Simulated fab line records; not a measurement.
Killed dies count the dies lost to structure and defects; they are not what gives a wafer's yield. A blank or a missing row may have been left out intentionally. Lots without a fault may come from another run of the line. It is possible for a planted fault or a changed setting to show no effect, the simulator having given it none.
Comparing a struck lot with a sound one || flow sky130 || 31 steps out of a route of 708
Sound: the wafers L164.2, L164.3, L164.5. Struck: wafers L167.1, L167.2, L167.6. The cause is named last.
Order at every step that has rows: each side's tool, ch and its chambers, its first start. Under that, the readings that differ: sound wafers || struck wafers || difference of the means || sigmas: that difference in standard deviations of wafers without a fault.
alike: words and numbers the same on both sides, and readings whose means are apart by under 2 such deviations; not compared: readings that were withheld, readings missing a value for some wafer, numbers with overlapping values and no deviation given by the record, and bounds like >300 which may hide the same value.
Wherever a step has rows on one side only, a row that says differs or no value, or a row with sigmas, the two part there. When numbers do not overlap yet have no deviation, they are printed without sigmas and do not part them. Lack of a reading on every wafer of one side parts them only where that side has two or more wafers.

SKY_FIELD_ISO_BOW_MEAS_00:
  struck on filmMetro-01, day 2 01:00; sound on filmMetro-02, day 1 10:03
  alike: INCOMING_BOW
SKY_FIELD_ISO_OXIDATION_01: stabilise 600 s, purge 300 s, target thk 12 nm.
  sound on furnace-01 ch 0, day 1 10:44; struck on furnace-02 ch 0, day 2 02:02
{"reading": "model.SiO2_of_FIELD_ISO_OXIDATION_01.thkNm (nm)", "sound": "11.72 11.81 11.93", "struck": "10.05 10.1 9.956", "difference": -1.78, "sigmas": ""}
  alike: tubeCenterTempC, tube_center_temp_C_max
SKY_FIELD_ISO_THK_MEAS_02:
  struck on filmMetro-02, day 2 03:33; sound on filmMetro-04, day 1 12:16
{"reading": "FIELD_ISO_OXIDATION_00_THK (nm)", "sound": "11.70 11.77 11.90", "struck": "10.04 10.13 9.95", "difference": -1.75, "sigmas": -7}
then, 1 step without rows for these wafers: SKY_FIELD_ISO_CVD_03 (deposits Si3N4 from DCS/NH3, target thk 165 nm, time 2830 s).
SKY_FIELD_ISO_THK_MEAS_04:
  struck on filmMetro-02, day 2 06:17; sound on filmMetro-04, day 1 14:56
  alike: FIELD_ISO_CVD_03_THK
then, 8 steps without rows for these wafers: SKY_FIELD_ISO_DEHYDRATE_05 (time 60 s); SKY_FIELD_ISO_HMDS_06 (prime time 60 s); SKY_FIELD_ISO_COAT_07 (resist thk 60 nm); SKY_FIELD_ISO_COAT_08 (resist thk 450 nm); SKY_FIELD_ISO_SOFTBAKE_09 (time 90 s); SKY_FIELD_ISO_EXPOSE_10 (exposes mask FOM, target cd 150 nm); SKY_FIELD_ISO_PEB_11; SKY_FIELD_ISO_DEVELOP_12 (develop time 60 s).
SKY_FIELD_ISO_CD_MEAS_13: target cd 150 nm.
  struck on cdSem-02, day 2 20:18; sound on cdSem-02, day 2 05:42
  alike: cdNm
SKY_FIELD_ISO_ETCH_14: etches BARC in N2/H2, stops on SiO2, time 46.75 s, target depth 60 nm.
  sound on rieDiel-01 ch 0,2,3, day 2 05:48; struck on rieDiel-01 ch 0,3, day 2 20:25
  alike: drypumpMotorCurrentA, oesProductAu, throttleValvePct
  not compared: rfHoursCounterH
SKY_FIELD_ISO_ETCH_15: etches the open film in CHF3/O2, stops on Si, target depth 180 nm, time 72 s.
  sound on rieDiel-01 ch 0,2,3, day 2 05:50; struck on rieDiel-01 ch 0,3, day 2 20:28
  alike: O2_flow_sccm, drypumpMotorCurrentA, oesProductAu, throttleValvePct
  not compared: rfHoursCounterH
SKY_FIELD_ISO_STRIP_16: strips in O2/N2.
  sound on plasmaAsher-02 ch 1, day 2 05:54; struck on plasmaAsher-02 ch 0,1, day 2 20:31
  alike: drypumpMotorCurrentA, oesProductAu, stripTimeToEndpointS
  not compared: rfHoursCounterH
SKY_FIELD_ISO_ETCH_17: etches Si in HBr/Cl2/O2, target depth 342 nm, time 97.7 s.
  sound on rieSi-02 ch 0,3, day 2 06:00; struck on rieSi-01 ch 0,2,3, day 2 20:37
{"reading": "O2_flow_sccm (sccm)", "sound": "5.984 5.963 6.003", "struck": "6.046 6.028 5.988", "difference": "+0.037", "sigmas": "+2"}
  alike: drypumpMotorCurrentA, mfcCl2Sccm, oesProductAu, throttleValvePct
  not compared: rfHoursCounterH
then, 5 steps without rows for these wafers: SKY_FIELD_ISO_WET_ETCH_18 (etches Si3N4 in H3PO4, target depth 25 nm, time 286 s); SKY_FIELD_ISO_CLEAN_19 (cleans in SC1/SC2, time 150 s); SKY_FIELD_ISO_CLEAN_20 (cleans in dHF, time 20 s); SKY_FIELD_ISO_WET_ETCH_21 (etches SiO2 in dHF, target depth 20 nm, time 400 s); SKY_FIELD_ISO_OXIDATION_22 (stabilise 600 s, purge 300 s, target thk 10 nm).
SKY_FIELD_ISO_THK_MEAS_23:
  struck on filmMetro-02, day 3 01:37; sound on filmMetro-04, day 2 13:25
  alike: FIELD_ISO_OXIDATION_01_THK
then, 1 step without rows for these wafers: SKY_FIELD_ISO_CVD_24 (deposits SiO2, target thk 595 nm, time 99.2 s).
SKY_FIELD_ISO_THK_MEAS_25:
  struck on filmMetro-04, day 3 01:44; sound on filmMetro-01, day 2 13:34
  alike: FIELD_ISO_CVD_24_THK
then, 1 step without rows for these wafers: SKY_FIELD_ISO_ANNEAL_26 (time 1800 s).
SKY_FIELD_ISO_CMP_27: polishes, stops on Si3N4, t overpolish 16 s, target thk 457.8 nm.
  sound on cmp-02 ch 1,2,3, day 2 19:07; struck on cmp-01 ch 0,1,2, day 3 06:18
  alike: motorCurrentA
then, 1 step without rows for these wafers: SKY_FIELD_ISO_WET_ETCH_28 (etches SiO2 in dHF, target depth 23.7 nm, time 47 s).
SKY_FIELD_ISO_WET_ETCH_29: etches Si3N4 in H3PO4, target depth 160 nm, time 1825 s.
  sound on wetBench-01 ch 3, day 2 19:20; struck on wetBench-03 ch 3, day 3 06:35
{"reading": "model.SiO2_of_FIELD_ISO_OXIDATION_01.thkNm (nm)", "sound": "11.39 11.48 11.6", "struck": "9.725 9.778 9.631", "difference": -1.779, "sigmas": ""}
  alike: bathGuardTempC, tempC
then, 1 step without rows for these wafers: SKY_FIELD_ISO_WET_ETCH_30 (etches SiO2 in dHF, target depth 25 nm, time 50 s).

## WHERE THEY PART
Earliest at SKY_FIELD_ISO_THK_MEAS_02; latest, in this record, at SKY_FIELD_ISO_ETCH_17. Later steps at which nothing parts them and some readings are alike: SKY_FIELD_ISO_THK_MEAS_23, SKY_FIELD_ISO_THK_MEAS_25, SKY_FIELD_ISO_CMP_27, SKY_FIELD_ISO_WET_ETCH_29.

WHY: what had been put in by the simulator
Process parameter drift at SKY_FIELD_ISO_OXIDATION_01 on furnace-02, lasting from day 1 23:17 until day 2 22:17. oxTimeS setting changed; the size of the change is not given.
